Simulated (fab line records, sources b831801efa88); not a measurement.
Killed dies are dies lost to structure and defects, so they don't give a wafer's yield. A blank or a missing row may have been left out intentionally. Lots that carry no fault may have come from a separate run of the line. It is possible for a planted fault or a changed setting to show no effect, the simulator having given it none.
8D (eight disciplines) problem report, filled in by code | flow sky130 | the parts of the form that need people (team, actions taken, sign-off) are left out

== 1. THE PROBLEM ==
At SKY_LOCAL_INTERCONNECT_METAL_ETCH_14, run length s averages 61.51 s over 2 wafers from 2 lots, while fault-free wafers read 59.53 s, standard deviation 0.28. Relative to the usual mean, that is a shift of +7.1 standard deviations.
The step: etches TiN in Cl2/BCl3, stops on PSG, target depth 110 nm, time 31.4 s.
The first sign was on wafer L442.2 at day 32 08:55, on rie metal-04. The record has a number at this step for 41 wafers belonging to 14 lots. Rule for "out" (also "out of limits"): further than 4 standard deviations from the usual mean. Any other wafer with a number is counted as sound.

== 2. WHAT IT IS, WHAT IT ISN'T ==
question                    | is                | is not
which readings at this step | run length s      | drypump motor current A
which lots                  | L442, L445        | L434, L435, L436, L447, L448, L450, L451, L453, L454, L455, L456, L457
which wafers of those lots  | L442.2, L445.1    | L442.6, L445.3, L445.6
read on which tools         | rie metal-04      | rie metal-01, rie metal-03
when                        | from day 32 08:55 | up to then (10 sound wafers); but 29 sound wafers of L445, L447, L448, L450, L451, L453, L454, L455, L456, L457 came after

== 3. SUSPECTS, AND WHAT RULES EACH OUT ==
Counting: any tool at a process step up to the reading remains a suspect provided it ran every lot that is out. Sound lots after the first of them don't rule it out here, since some wafers of a struck lot are sound.
- rie metal-04 at SKY_LOCAL_INTERCONNECT_METAL_ETCH_14 (etches TiN in Cl2/BCl3, stops on PSG, target depth 110 nm, time 31.4 s): kept. It ran every lot that is out, first L442 (day 32 08:55); its last sound lot up to then is L435 (day 30 01:21). Its own readings are out on those wafers: run length s.
Left after counting: rie metal-04 at SKY_LOCAL_INTERCONNECT_METAL_ETCH_14.

== 4. THE CAUSE (what the simulator had put in) ==
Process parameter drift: rie metal-04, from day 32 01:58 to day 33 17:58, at SKY_LOCAL_INTERCONNECT_METAL_ETCH_14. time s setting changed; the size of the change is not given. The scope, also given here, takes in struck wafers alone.
The count eliminated every tool but this one.

== 5. THE EFFECT CHAIN, in route order ==
One row per reading whose mean, taken over the struck wafers that have a number, lies over 3 standard deviations from the usual. Scope: only readings with a usual standard deviation given in the record; hours: median across lots of the time from each lot's start at the first step in this table that gives one to its start at this step; sigmas: change in usual standard deviations.
hours | step                                 | reading        | usual      | on struck wafers | change | sigmas
0     | SKY_LOCAL_INTERCONNECT_METAL_ETCH_14 | oes product au | 0.941 a.u. | 0.905            | -0.036 | -4.3
0     | SKY_LOCAL_INTERCONNECT_METAL_ETCH_14 | run length s   | 59.53 s    | 61.51            | +1.98  | +7.1
Here are the process steps it includes:
- SKY_LOCAL_INTERCONNECT_METAL_ETCH_14: etches TiN in Cl2/BCl3, stops on PSG, target depth 110 nm, time 31.4 s.
Later measuring or inspecting steps at which every struck wafer that the step has a row for has a number for every such reading, and none has moved that far: SKY_CONTACT_BOW_MEAS_05.

== 6. WHAT WOULD HAVE CAUGHT IT SOONER ==
First out-of-limits reading in this record: day 32 08:55, which is 7 hours after fault onset at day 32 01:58.
